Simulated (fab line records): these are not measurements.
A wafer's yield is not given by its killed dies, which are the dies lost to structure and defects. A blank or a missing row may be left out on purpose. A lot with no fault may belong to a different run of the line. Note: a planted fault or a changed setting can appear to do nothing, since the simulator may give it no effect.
fab line records	flow sfq_line
record: lots: 14	wafers: 42	last_day: 94
route steps=325 shown I0@44
lots that met no fault: taken from a fault-free run of the same line
start_h: start of the lot's first displayed wafer, in hours after the record's first day	wait_h: hours from the lot's prior step to this one	" same as the row above	L1.1+2: several wafers, shown together as one row	- value missing, or start not given	* or withheld: withheld	< > ~ a bound
route shown NAME@n: names a module that has steps shown in the file, with the first one's number in the route	usual: mean/standard deviation taken from wafers without a fault	same: alike in all rows	chamber/n: place in a boat	sites: readings site by site	_std_site: standard deviation across them	_edge_site: outer sites' mean less inner sites'	radius_mm: how far each site lies from the wafer's centre	mask NAME#n: copy n	behind: the last tool/chamber to shape the wafer	hold: the reason the lot was held/the length of the hold in hours/how it ended	device: the n, p or np transistor that did not switch	end of line: tests of these same wafers at the route's end	where a step has no rows: the recipe by itself	killed: the dies lost at the first sort to structure and to defects; this is not the yield of the wafer	map: the dies of a wafer, with x for killed, . for not killed, _ for no die there
set.NAME: setting as actually run; set.NAME@STEP: the setting as run at that earlier step	model.NAME: the simulator's own value behind a step, which no gauge read
route steps across a sampled set of lots; one table per step, one row per wafer
services: when a tool's chamber went out of use (start_h, in hours from the record's first day, below 0 if earlier), for how many hours, and the reason
== steps ==
step: SFQ_TRILAYER_I0_CMP_CMP_028
recipe: material: SiO2	down_force_psi: 3	platen_rpm: 60	pad_velocity_m_s: 0.94248
usual: edge_zone_pressure_frac: 1.000/0.0053	motor_current_A: 10.4/1.1	time_to_endpoint_s: 216/6.8
lot.wafer	tool	chamber	start_h	wait_h	edge_zone_pressure_frac	motor_current_A	time_to_endpoint_s
L743.1	cmp-02	1	314.86	0.0	1.005	10.4	228
L743.2	"	0	316.36	1.5	1.004	8.8	221
L743.5	"	2	317.36	2.5	1.002	9.9	218
L744.2	cmp-01	1	320.67	2.3	1.010	10.5	208
L744.1	"	2	"	"	0.998	11.8	210
L744.5	"	3	"	"	1.000	9.2	213
L745.1	cmp-02	1	326.80	1.9	0.995	10.7	220
L745.5	"	0	328.30	3.4	0.997	9.0	226
L745.6	"	1	"	"	0.999	10.5	227
L746.3	cmp-02	3	336.30	2.2	1.001	11.9	222
L746.2	"	0	"	"	0.989	8.8	220
L746.6	"	2	337.80	3.7	1.000	9.9	231
L747.4	cmp-01	0	343.84	3.1	1.009	10.1	224
L747.3	"	3	345.34	4.7	0.996	9.5	213
L747.6	"	0	"	"	0.999	9.9	225
L748.1	cmp-01	3	351.40	0.5	1.005	9.6	210
L748.4	"	0	"	"	0.998	9.6	221
L748.5	"	2	352.90	2.0	0.999	11.5	218
L749.3	cmp-01	1	356.12	0.0	1.001	10.4	220
L749.1	"	2	"	"	1.006	12.1	217
L749.6	"	2	358.62	2.5	0.992	12.0	219
L750.3	cmp-02	1	375.58	0.0	1.001	10.5	223
L750.4	"	3	376.58	1.0	1.000	12.5	221
L750.6	"	2	378.08	2.5	1.002	9.6	229
L751.3	cmp-02	1	389.38	0.5	1.000	10.6	209
L751.4	"	3	390.38	1.5	1.002	12.2	213
L751.5	"	1	391.38	2.5	1.001	10.9	216
L752.1	cmp-02	1	392.53	0.1	1.002	11.1	209
L752.3	"	3	393.53	1.0	1.005	12.2	215
L752.2	"	0	"	"	0.996	8.5	214
L755.1	cmp-02	2	424.11	8.9	0.991	10.4	212
L755.4	"	3	"	"	1.008	12.0	222
L755.2	"	0	"	"	1.000	8.3	214
L756.3	cmp-02	0	433.11	13.3	0.996	8.0	223
L756.4	"	1	"	"	1.005	10.6	219
L756.5	"	1	435.61	15.8	1.001	10.8	223
L757.1	cmp-02	2	469.61	32.6	0.991	9.9	219
L757.3	"	0	470.61	33.6	0.991	8.8	258
L757.6	"	1	"	"	0.997	11.1	225
L758.3	cmp-02	2	475.11	27.3	1.004	9.9	205
L758.2	"	3	"	"	1.006	13.0	213
L758.4	"	0	"	"	0.998	9.1	259
step: SFQ_TRILAYER_I0_METRO_MEASURE_029
usual: thk_nm: 200.2/1
lot.wafer	tool	chamber	start_h	wait_h	thk_nm
L743.1	film_metro-02	-	317.98	0.1	200.9
L743.2	"	-	"	"	201.5
L743.5	"	-	"	"	200.8
L744.1	film_metro-03	-	322.79	0.1	201.3
L744.2	"	-	"	"	202.5
L744.5	"	-	"	"	199.7
L745.1	film_metro-03	-	329.42	0.1	202.4
L745.5	"	-	"	"	201.5
L745.6	"	-	"	"	202.8
L746.2	film_metro-02	-	338.62	0.3	201.5
L746.3	"	-	"	"	200.3
L746.6	"	-	"	"	200.4
L747.3	film_metro-04	-	347.36	0.5	200.0
L747.4	"	-	"	"	199.3
L747.6	"	-	"	"	199.0
L748.1	film_metro-04	-	354.02	0.1	199.5
L748.4	"	-	"	"	200.0
L748.5	"	-	"	"	199.5
L749.1	film_metro-04	-	359.24	0.1	200.5
L749.3	"	-	"	"	200.2
L749.6	"	-	"	"	200.6
L750.3	film_metro-02	-	379.10	0.5	200.5
L750.4	"	-	"	"	200.1
L750.6	"	-	"	"	200.3
L751.3	film_metro-03	-	392.90	0.5	199.4
L751.4	"	-	"	"	200.1
L751.5	"	-	"	"	199.2
L752.1	film_metro-02	-	395.65	0.1	201.1
L752.2	"	-	"	"	201.7
L752.3	"	-	"	"	200.7
L755.1	film_metro-04	-	427.23	0.1	199.1
L755.2	"	-	"	"	199.8
L755.4	"	-	"	"	198.2
L756.3	film_metro-04	-	436.63	0.5	200.4
L756.4	"	-	"	"	199.1
L756.5	"	-	"	"	200.2
L757.1	film_metro-02	-	472.23	0.1	201.0
L757.3	"	-	"	"	151.2
L757.6	"	-	"	"	199.8
L758.2	film_metro-03	-	478.43	0.3	199.4
L758.3	"	-	"	"	200.3
L758.4	"	-	"	"	150.3
step: SFQ_TRILAYER_I0_VIA_ETCH_VIA_ETCH_034
recipe: target: SiO2	stop_on: Nb	mask_material: PR	taper_deg: 20	chemistry: CHF3	target_depth_nm: 260	source_w: 500	bias_w: 80	pressure_mtorr: 30	time_s: withheld
usual: drypump_motor_current_A: 5.8/0.57	oes_product_au: 0.855/0.006
lot.wafer	tool	chamber	start_h	wait_h	drypump_motor_current_A	oes_product_au
L743.1	rie_diel-01	1	457.74	0.0	6.3	0.857
L743.2	"	0	"	"	6.3	0.865
L743.5	"	1	"	"	6.2	0.855
L744.1	rie_diel-01	0	464.94	0.0	6.2	0.862
L744.2	"	1	"	"	6.2	0.860
L744.5	"	2	"	"	5.6	0.851
L745.1	rie_diel-01	1	473.34	0.0	6.3	0.863
L745.5	"	2	"	"	5.6	0.860
L745.6	"	1	"	"	6.3	0.858
L746.2	rie_diel-04	0	482.94	0.0	5.6	0.860
L746.3	"	3	"	"	4.7	0.850
L746.6	"	3	"	"	4.7	0.861
L747.3	rie_diel-01	0	490.27	0.0	6.3	0.857
L747.4	"	3	"	"	5.8	0.860
L747.6	"	1	"	"	6.3	0.854
L748.1	rie_diel-04	1	503.47	0.0	5.4	0.859
L748.4	"	0	"	"	5.6	0.857
L748.5	"	3	"	"	4.7	0.857
L749.1	rie_diel-03	2	509.47	0.0	6.4	0.862
L749.3	"	3	"	"	4.8	0.856
L749.6	"	2	"	"	6.4	0.847
L750.3	rie_diel-01	0	529.87	0.0	6.3	0.860
L750.4	"	2	"	"	5.6	0.856
L750.6	"	2	"	"	5.6	0.860
L751.3	rie_diel-03	3	541.69	0.0	4.8	0.851
L751.4	"	0	"	"	5.6	0.865
L751.5	"	2	"	"	6.5	0.854
L752.1	rie_diel-01	1	551.39	0.0	6.2	0.856
L752.2	"	0	"	"	6.3	0.867
L752.3	"	3	"	"	5.8	0.853
L755.1	rie_diel-03	3	585.56	0.0	4.8	0.849
L755.2	"	2	"	"	6.4	0.853
L755.4	"	0	"	"	5.6	0.847
L756.3	rie_diel-04	0	595.16	0.0	5.7	0.854
L756.4	"	2	"	"	6.4	0.865
L756.5	"	0	"	"	5.7	0.857
L757.1	rie_diel-04	0	626.28	0.0	5.6	0.858
L757.3	"	1	"	"	5.4	0.731
L757.6	"	3	"	"	4.7	0.862
L758.2	rie_diel-01	3	635.88	0.0	5.8	0.854
L758.3	"	0	"	"	6.3	0.857
L758.4	"	2	"	"	5.6	0.737
== services ==
tool	chamber	start_h	hours	kind
film_metro-04	-	291.01	1.9	pm
film_metro-02	-	311.78	0.5	pm
rie_diel-04	1	312.01	8.5	repair
rie_diel-01	0	320.70	4.9	repair
rie_diel-01	2	324.74	8.7	repair
rie_diel-01	3	336.19	14.5	repair
cmp-02	-	338.30	4.8	pm
rie_diel-01	2	390.33	6.9	repair
rie_diel-01	1	392.77	6.6	repair
cmp-02	-	403.09	1.2	repair
cmp-02	-	408.11	4.0	pm
film_metro-04	-	412.57	0.6	pm
film_metro-02	-	438.27	0.4	pm
film_metro-04	-	446.43	0.5	pm
cmp-02	-	478.69	2.0	repair
film_metro-02	-	495.32	0.2	pm
cmp-02	-	501.97	0.7	repair
cmp-02	-	507.19	5.2	repair
rie_diel-01	-	530.74	0.5	repair
film_metro-04	-	536.01	0.9	pm
cmp-02	-	541.54	1.1	repair
cmp-02	-	544.01	4.1	pm
film_metro-02	-	556.78	0.9	pm
cmp-02	-	559.43	2.2	repair
== key ==
first_sign: step: SFQ_TRILAYER_I0_CMP_CMP_028	reading: time_to_endpoint_s	direction: up	sigmas: 6.2	usual: *	struck: *
effect: step: SFQ_TRILAYER_I0_METRO_MEASURE_029	reading: thk_nm	direction: down	sigmas: 49	usual: 200.2	struck: 150.8
effect: step: SFQ_TRILAYER_I0_VIA_ETCH_VIA_ETCH_034	reading: oes_product_au	direction: down	sigmas: 20	usual: 0.855	struck: 0.734
met_at SFQ_TRILAYER_I0_CMP_CMP_028
struck_lots L757,L758
struck_wafers L757.3,L758.4
onset_between 433.11 469.61
fault: kind: process_parameter_drift	tool: cmp-02	chamber: 0	onset_h: 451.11	steps: SFQ_TRILAYER_I0_CMP_CMP_028	channel: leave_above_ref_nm	offset: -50	shape: step	end_h: 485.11	acts_in: these_recipes_only	stated: 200
